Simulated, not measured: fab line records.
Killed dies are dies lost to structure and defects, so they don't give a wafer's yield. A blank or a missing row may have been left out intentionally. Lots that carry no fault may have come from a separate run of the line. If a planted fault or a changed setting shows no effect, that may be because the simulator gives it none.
Which of the tools did it? | flow sfqLine | route of 325 steps, sampled at 1 step: 14 lots, 42 wafers

WHAT THE GAUGES SHOWED, per wafer
SFQ_I2_BOW_MEAS_917. Usual: for I2_BOW the level is 3 um and the standard deviation is 8.3.
lot  | measured     | on           | I2_BOW (um) | flag
L446 | day 24 14:13 | filmMetro-03 | 8 6 7       | 
L447 | day 25 03:06 | filmMetro-02 | 7 3 5       | 
L448 | day 27 12:35 | filmMetro-04 | -4 5 -9     | 
L449 | day 27 15:35 | filmMetro-03 | 9 14 8      | 
L454 | day 34 06:29 | filmMetro-03 | 1 1 -5      | 
L455 | day 34 14:10 | filmMetro-02 | 19 -3 -1    | 
L456 | day 35 02:54 | filmMetro-04 | -7 -3 -1    | 
L461 | day 36 15:13 | filmMetro-02 | -3 -2 -1    | 
L462 | day 37 06:12 | filmMetro-04 | -6 7 10     | 
L463 | day 37 14:31 | filmMetro-04 | -3 -10 -3   | 
L464 | day 37 21:43 | filmMetro-04 | 19 -2 2     | 
L466 | day 38 12:44 | filmMetro-04 | -1 7 15     | 
L467 | day 39 00:43 | filmMetro-02 | -3 8 -2     | 
L468 | day 39 14:05 | filmMetro-04 | -14 2 3     | 

WHAT TOOL EACH LOT RAN ON (gives the tool, then ch and the chambers of the sampled wafers, and finally the start)
There is no process step in the record ahead of these readings.

WHAT THE TOOLS THEMSELVES READ (means of the sampled wafers that have a number; where no wafer has one, the mark that the record gives instead)
The record holds no such reading with a usual standard deviation.

THE ANSWER, worked out from the rows above alone
Rule: lot off if the mean of its wafers having a number is beyond 3 standard deviations from the usual mean. A lot without any number at a reading at which 4 lots or more have one is off too. Where the step has rows for the other lots, those lots are counted as sound. After the gauges, taken in route order, come the tools' own readings; for these a lot's mean is taken, as printed above. The first step at which some lot is off is used, and at that step the reading that is off furthest; a lot without a number counts as furthest.
No lot is off at any reading shown: from this, nothing can be told.

WHAT WAS PUT IN BY THE SIMULATOR
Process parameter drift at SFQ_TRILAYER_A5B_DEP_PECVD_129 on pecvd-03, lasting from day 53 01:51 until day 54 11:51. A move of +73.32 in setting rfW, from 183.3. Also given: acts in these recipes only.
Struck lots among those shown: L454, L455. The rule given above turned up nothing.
